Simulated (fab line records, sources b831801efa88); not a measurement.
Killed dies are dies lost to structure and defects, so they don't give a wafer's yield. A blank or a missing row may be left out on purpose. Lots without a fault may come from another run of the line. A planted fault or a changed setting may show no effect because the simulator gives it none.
Split-lot experiment | flow sky130 | 5 lots, 23 wafers read, on a route of 708 steps

THE SPLIT
At SKY_LI_CONTACT_HDPCVD_00 (deposits PSG, target thk 930 nm, time 155 s), the setting time_s was moved away from the recipe's 155 s on 9 of the 23 wafers read, by -7.9% to +13.8%. The other wafers ran this setting at the recipe's value.

The file shows no step between the split and the reading.

THE READING
LI_CONTACT_HDPCVD_THK, in nm, at SKY_LI_CONTACT_THK_MEAS_01. Fault-free wafers of this fab line usually give 930 nm, standard deviation 7.9 nm.

wafer  | tool, chamber at the split | time_s as run, s | against the recipe | LI_CONTACT_HDPCVD_THK, nm | against lot-mates on the recipe
L074.1 | hdpcvd-02, 2               | 155              | recipe             | 924                       | -
L074.4 | hdpcvd-02, 0               | 155              | recipe             | 921                       | -
L074.6 | hdpcvd-02, 1               | 155              | recipe             | 944                       | -
L077.1 | hdpcvd-01, 1               | 155              | recipe             | 915                       | -
L077.2 | hdpcvd-01, 0               | 155              | recipe             | 944                       | -
L077.3 | hdpcvd-01, 2               | 155              | recipe             | 928                       | -
L077.4 | hdpcvd-01, 0               | 155              | recipe             | 946                       | -
L077.5 | hdpcvd-01, 2               | 155              | recipe             | 937                       | -
L081.1 | hdpcvd-02, 1               | 176.4            | +13.8%             | 1054                      | +126
L081.2 | hdpcvd-02, 0               | 155              | recipe             | 930                       | -
L081.4 | hdpcvd-02, 2               | 155              | recipe             | 927                       | -
L081.5 | hdpcvd-02, 1               | 176.4            | +13.8%             | 1052                      | +124
L081.6 | hdpcvd-02, 0               | 176.4            | +13.8%             | 1057                      | +128
L082.1 | hdpcvd-02, 0               | 142.8            | -7.9%              | 866                       | -60
L082.2 | hdpcvd-02, 2               | 142.8            | -7.9%              | 867                       | -60
L082.3 | hdpcvd-02, 1               | 155              | recipe             | 925                       | -
L082.4 | hdpcvd-02, 2               | 142.8            | -7.9%              | 859                       | -68
L082.6 | hdpcvd-02, 1               | 155              | recipe             | 928                       | -
L084.1 | hdpcvd-02, 1               | 166.6            | +7.5%              | 982                       | +58
L084.3 | hdpcvd-02, 0               | 155              | recipe             | 931                       | -
L084.4 | hdpcvd-02, 2               | 166.6            | +7.5%              | 996                       | +72
L084.5 | hdpcvd-02, 1               | 155              | recipe             | 916                       | -
L084.6 | hdpcvd-02, 0               | 166.6            | +7.5%              | 993                       | +70

THE FIT
A straight line over all 23 wafers: LI_CONTACT_HDPCVD_THK changes by +8.71 nm for each +1% of time_s; r = +0.99; the points scatter about the line by 8.7 nm.
The same after taking each lot's own level away (the mean of its wafers on the recipe; 23 wafers): +8.77 nm for each +1%; r = +0.99; scatter 8.1 nm.
On that fit, the largest move of time_s shifts the reading by 1.2e+02 nm.
The lots' own levels span 923.5 to 934.0 nm, that is 1.3 times the standard deviation above.
So the lot-to-lot level changes the slope little: the two slopes agree.
Check: with one of the wafers moved furthest among these (+13.8%) left out of the fit, the line predicts +122 nm for it against its lot-mates. It came out at +126 nm against them.

THE WHOLE CHAIN: every reading that the file lists as answering this split, in the file's order
step                       | what it does                                | reading                                                                             | change (the file's fit)              | r (the file's)
SKY_LI_CONTACT_HDPCVD_00   | deposits PSG, target thk 930 nm, time 155 s | PSG_of_LI_CONTACT_HDPCVD_00.thk_nm (the simulator's own value, which no gauge read) | +8.83 nm for each +1% of the setting | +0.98
SKY_LI_CONTACT_THK_MEAS_01 |                                             | LI_CONTACT_HDPCVD_THK                                                               | +8.81 for each +1% of the setting    | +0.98

THE FILE'S OWN FIT
LI_CONTACT_HDPCVD_THK changes by +8.81 nm for each +1% of time_s, r = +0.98.
